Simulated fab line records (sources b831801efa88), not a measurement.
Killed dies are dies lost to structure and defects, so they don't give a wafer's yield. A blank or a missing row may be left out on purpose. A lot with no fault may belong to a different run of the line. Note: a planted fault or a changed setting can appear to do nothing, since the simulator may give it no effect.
8D (eight disciplines) problem report, filled in by code :: flow gf180mcu :: the parts of the form that need people (team, actions taken, sign-off) are left out

1. WHAT IS WRONG
Wafers free of any fault read 1580 (standard deviation 9.9) for NWELL_TW at GF_NWELL_TW_MEAS_11, against a mean of 1298 on 6 wafers of 2 lots. That is -28 standard deviations from the usual mean.
The first sign was on wafer L561.4 at day 6 12:36, on film metro-02. Wafers with a number at this step in the record: 33, from 11 lots. Rule for "out" (also "out of limits"): further than 4 standard deviations from the usual mean. Any other wafer with a number is counted as sound.

2. WHAT IT IS, WHAT IT ISN'T
question: which readings at this step
is: NWELL_TW
is not: -

question: which lots
is: L561, L562
is not: L547, L550, L551, L553, L565, L566, L568, L569, L570

question: which wafers of those lots
is: all that have a number
is not: -

question: read on which gauges
is: film metro-02, film metro-04
is not: film metro-01

question: when
is: from day 6 12:36
is not: up to then (12 sound wafers); but 15 sound wafers of L565, L566, L568, L569, L570 came after

3. SUSPECTS, AND WHAT RULES EACH OUT
Counting: a tool stays on the suspect list if, at a process step up to the reading, it processed all lots that are out and no sound lot following the first of them.
- the gauge at GF_NWELL_TW_MEAS_11 is ruled out. 2 gauges (film metro-02, film metro-04) read the wafers that are out.
- implanter-01 at GF_NWELL_IMPLANT_08: kept. Every lot that is out went through it, starting with L561 (day 6 12:14), and after that it ran no sound lot; the last sound lot it ran before then is L551 (day 4 05:40). Out on those wafers are its own readings of dose ions cm2, faraday current uA.
After counting, what remains is implanter-01 at GF_NWELL_IMPLANT_08.

4. THE CAUSE (what the simulator had put in)
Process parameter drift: implanter-01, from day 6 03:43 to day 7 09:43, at GF_NWELL_IMPLANT_08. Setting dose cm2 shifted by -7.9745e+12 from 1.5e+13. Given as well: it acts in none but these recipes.
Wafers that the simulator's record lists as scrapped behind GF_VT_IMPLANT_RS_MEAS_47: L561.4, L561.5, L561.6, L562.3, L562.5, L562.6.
This tool alone remained once counting was done.

5. THE CHAIN OF EFFECTS, in route order
Rows list readings where the struck wafers' mean (over those with a number) sits beyond 3 standard deviations from the usual. Readings are gone through only where the record gives a usual standard deviation; hours: the median, over the lots, of the time from a lot's start at the first step in this table giving one to that lot's start at this step; sigmas: the change measured in usual standard deviations.
hours: 0
step: GF_NWELL_IMPLANT_08
reading: dose ions cm2
usual: 1.5001e+13
on struck wafers: 7.0337e+12
change: -7.9673e+12
sigmas: -99 or more

hours: 0
step: GF_NWELL_IMPLANT_08
reading: faraday current uA
usual: 84.7
on struck wafers: 39.1
change: -45.6
sigmas: -30

hours: 0
step: GF_NWELL_TW_MEAS_11
reading: NWELL_TW
usual: 1580
on struck wafers: 1298
change: -282
sigmas: -28

hours: 120
step: GF_VT_IMPLANT_RS_MEAS_47
reading: NWELL_RS
usual: 488.6 ohm/sq
on struck wafers: 727.0
change: +238.4
sigmas: +99 or more
Its process steps:
- GF_NWELL_IMPLANT_08
Later steps that measure or inspect, where all struck wafers having a row at the step show a number for every such reading and not one has moved that far: GF_VT_IMPLANT_OVL_MEAS_18.

6. WHAT WOULD HAVE CAUGHT IT SOONER
Counted from the fault's start at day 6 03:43, it took 9 hours until the first out-of-limits reading at a measuring or inspecting step in this record, taken at day 6 12:36.
The tool's own readings at GF_NWELL_IMPLANT_08 were out on every struck wafer that the step has a row for (dose ions cm2, faraday current uA): an alarm limit on them would have fired on the first of those.
Of the lots that are out (2), L562 began GF_NWELL_IMPLANT_08 on implanter-01 after day 6 12:36. Putting the tool on hold at that point would have spared it.
